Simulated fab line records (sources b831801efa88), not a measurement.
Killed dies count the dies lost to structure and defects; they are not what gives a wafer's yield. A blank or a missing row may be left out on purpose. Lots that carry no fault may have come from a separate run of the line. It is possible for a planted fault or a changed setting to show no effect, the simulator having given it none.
Which of the tools did it? | flow sfq line | 7 lots (21 wafers sampled), 1 step of a 325-step route

## WHAT THE GAUGES SHOWED, per wafer
SFQ_M1_OVL_MEAS_911.
lot  | measured     | on         | M1_OVL (nm)
L456 | day 16 05:19 | overlay-01 | 5 3 -2
L459 | day 17 17:49 | overlay-02 | 0 3 4
L461 | day 19 02:02 | overlay-02 | 0 0 -5
L470 | day 27 21:56 | overlay-01 | -5 -6 -5
L472 | day 28 15:56 | overlay-01 | -4 -6 -3
L474 | day 29 01:32 | overlay-01 | -2 1 -1
L478 | day 30 22:31 | overlay-01 | 2 -1 2

## WHAT TOOL EACH LOT RAN ON (gives the tool, then ch and the chambers of the sampled wafers, and finally the start)
The record shows no process step preceding these readings.

## THE ANSWER, worked out from the rows above alone
Rule: the lots themselves supply what counts as usual. Put in order of their means at a reading, lots are off if they are a third of the lots or fewer, leave a main group of 4 or more, and stand apart from it by a gap of 3 or more times the standard deviation of the main group's means; of several such gaps the widest counts. The tables above print the reading to a certain number of digits; a main group whose means all agree to those digits is not used. A lot without any number at a reading at which 4 lots or more have one is off too. Any other lot the step has rows for is counted as sound.
No lot is off on any of the readings shown, so nothing can be concluded from this.

## WHAT WAS PUT IN BY THE SIMULATOR
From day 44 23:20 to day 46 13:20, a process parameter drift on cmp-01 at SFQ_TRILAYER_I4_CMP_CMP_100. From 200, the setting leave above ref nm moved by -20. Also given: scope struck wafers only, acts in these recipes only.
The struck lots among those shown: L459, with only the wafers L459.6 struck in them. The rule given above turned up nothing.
